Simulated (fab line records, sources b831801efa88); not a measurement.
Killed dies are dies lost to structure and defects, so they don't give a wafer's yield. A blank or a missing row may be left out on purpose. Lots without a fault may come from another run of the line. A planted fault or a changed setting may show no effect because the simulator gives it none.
Chamber matching | flow sky130 | SKY_FIELD_ISO_ETCH_17 on rie_si-01: 4 sister chambers
The step etches Si in HBr/Cl2/O2, target depth 342 nm, time 97.7 s. 16 wafers are shown with their chamber, then 8 later ones without.

WAFERS WITH THEIR CHAMBER
wafer  | chamber | drypump_motor_current_A (A) | oes_product_au (a.u.) | throttle_valve_pct (%)
L544.4 | 2       | 6.4                         | 0.999                 | 25.646
L544.5 | 3       | 6.0                         | 0.985                 | 25.676
L544.6 | 0       | 4.8                         | 0.993                 | 25.657
L545.1 | 3       | 6.0                         | 0.987                 | 25.665
L545.4 | 2       | 6.4                         | 1.008                 | 25.643
L545.6 | 2       | 6.4                         | 1.002                 | 25.655
L550.1 | 3       | 6.1                         | 0.987                 | 25.656
L550.2 | 2       | 6.4                         | 1.012                 | 25.646
L550.5 | 3       | 6.0                         | 0.996                 | 25.673
L556.1 | 0       | 4.8                         | 0.993                 | 25.654
L556.5 | 0       | 4.8                         | 0.983                 | 25.675
L556.6 | 1       | 5.2                         | 1.009                 | 25.653
L558.1 | 2       | 6.4                         | 1.004                 | 25.660
L558.3 | 1       | 5.2                         | 1.001                 | 25.662
L558.6 | 0       | 4.8                         | 0.997                 | 25.650
L560.2 | 1       | 5.2                         | 1.000                 | 25.655

SIGNATURES (means of the wafers above)
reading                 | chamber 0 | chamber 1 | chamber 2 | chamber 3 | scatter within a chamber
drypump_motor_current_A | 4.800     | 5.200     | 6.400     | 6.025     | 0.025
oes_product_au          | 0.99150   | 1.00333   | 1.00500   | 0.98875   | 0.00526
throttle_valve_pct      | 25.65900  | 25.65667  | 25.65000  | 25.66750  | 0.00845
Rule: a wafer's distance from a chamber is the root of the sum, over the readings, of the square of ((its reading less the chamber's mean) divided by the reading's scatter). The wafer belongs to the nearest chamber; if the next one is less than 2 further off, it can't be placed. The scatter: the root of (the sum of the squares of (reading less its chamber's mean) over the shown wafers, divided by (wafers less chambers)).

WAFERS WITHOUT THEIR CHAMBER
wafer  | drypump_motor_current_A (A) | oes_product_au (a.u.) | throttle_valve_pct (%)
L560.4 | 4.8                         | 1.004                 | 25.651
L560.6 | 5.2                         | 1.004                 | 25.660
L562.3 | 6.1                         | 1.004                 | 25.648
L562.4 | 4.8                         | 0.990                 | 25.680
L562.5 | 6.4                         | 1.010                 | 25.641
L564.1 | 6.0                         | 0.993                 | 25.651
L564.3 | 6.3                         | 0.999                 | 25.643
L564.6 | 6.0                         | 0.995                 | 25.677

WHICH CHAMBER EACH WENT THROUGH
wafer  | from the rows above | in truth
L560.4 | 0                   | 0
L560.6 | 1                   | 1
L562.3 | 3                   | 3
L562.4 | 0                   | 0
L562.5 | 2                   | 2
L564.1 | 3                   | 3
L564.3 | 2                   | 2
L564.6 | 3                   | 3
Placed correctly: 8 of 8. Can't be placed from these rows: 0. Placed wrongly: 0.
